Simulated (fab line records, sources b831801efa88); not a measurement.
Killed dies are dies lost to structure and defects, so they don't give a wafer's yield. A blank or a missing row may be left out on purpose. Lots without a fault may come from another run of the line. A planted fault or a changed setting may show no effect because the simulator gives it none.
Chamber matching | flow sky130 | SKY_CONTACT_CMP_27 on cmp-02: 4 sister chambers
The step polishes, stops on SiO2, t overpolish 15 s, target thk 0 nm. 22 wafers are shown with their chamber, then 11 later ones without.

WAFERS WITH THEIR CHAMBER
wafer  | chamber | motor_current_A (A) | time_to_endpoint_s (s) | head_pressure_psi (psi)
L074.1 | 1       | 10.7                | 79                     | 3.497
L074.3 | 0       | 10.3                | 77                     | 3.501
L074.5 | 2       | 13.5                | 84                     | 3.508
L079.1 | 2       | 13.8                | 82                     | 3.509
L079.3 | 3       | 8.7                 | 80                     | 3.507
L079.5 | 0       | 10.3                | 77                     | 3.507
L077.3 | 0       | 9.7                 | 76                     | 3.500
L077.5 | 2       | 13.3                | 80                     | 3.510
L077.6 | 3       | 8.4                 | 77                     | 3.499
L078.4 | 3       | 8.8                 | 83                     | 3.496
L078.5 | 0       | 10.8                | 80                     | 3.504
L078.6 | 1       | 10.2                | 83                     | 3.501
L087.2 | 0       | 10.6                | 77                     | 3.493
L087.5 | 2       | 13.1                | 82                     | 3.500
L087.6 | 1       | 9.6                 | 80                     | 3.502
L093.1 | 0       | 10.9                | 79                     | 3.502
L093.2 | 2       | 14.3                | 79                     | 3.497
L093.6 | 1       | 10.4                | 83                     | 3.498
L085.2 | 0       | 9.9                 | 81                     | 3.500
L085.4 | 3       | 8.3                 | 81                     | 3.510
L085.6 | 0       | 9.9                 | 79                     | 3.499
L091.4 | 1       | 10.1                | 80                     | 3.498

SIGNATURES (means of the wafers above)
reading            | chamber 0 | chamber 1 | chamber 2 | chamber 3 | scatter within a chamber
motor_current_A    | 10.300    | 10.200    | 13.600    | 8.550     | 0.414
time_to_endpoint_s | 78.25     | 81.00     | 81.40     | 80.25     | 1.96
head_pressure_psi  | 3.50075   | 3.49920   | 3.50480   | 3.50300   | 0.00473
Rule: a wafer's distance from a chamber is the root of the sum, over the readings, of the square of ((its reading less the chamber's mean) divided by the reading's scatter). The wafer belongs to the nearest chamber; if the next one is less than 2 further off, it can't be placed. The scatter: the root of (the sum of the squares of (reading less its chamber's mean) over the shown wafers, divided by (wafers less chambers)).

WAFERS WITHOUT THEIR CHAMBER
wafer  | motor_current_A (A) | time_to_endpoint_s (s) | head_pressure_psi (psi)
L091.5 | 10.5                | 78                     | 3.506
L091.6 | 10.0                | 80                     | 3.505
L094.2 | 10.3                | 78                     | 3.502
L094.3 | 13.4                | 84                     | 3.486
L094.5 | 9.7                 | 78                     | 3.506
L096.2 | 8.6                 | 77                     | 3.494
L096.4 | 10.5                | 74                     | 3.505
L096.5 | 10.0                | 79                     | 3.504
L092.3 | 9.7                 | 80                     | 3.497
L092.4 | 9.0                 | 83                     | 3.499
L092.5 | 9.7                 | 83                     | 3.489

WHICH CHAMBER EACH WENT THROUGH
wafer  | from the rows above          | in truth
L091.5 | can't be placed: 0 or 1      | 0
L091.6 | can't be placed: 1 or 0      | 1
L094.2 | can't be placed: 0 or 1      | 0
L094.3 | 2                            | 2
L094.5 | can't be placed: 0 or 1 or 3 | 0
L096.2 | can't be placed: 3 or 0 or 1 | 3
L096.4 | can't be placed: 0 or 1      | 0
L096.5 | can't be placed: 0 or 1      | 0
L092.3 | can't be placed: 1 or 0 or 3 | 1
L092.4 | can't be placed: 3 or 1      | 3
L092.5 | can't be placed: 1 or 0 or 3 | 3
Placed correctly: 1 of 11. Can't be placed from these rows: 10 (the true chamber is among the candidates in 10). Placed wrongly: 0.
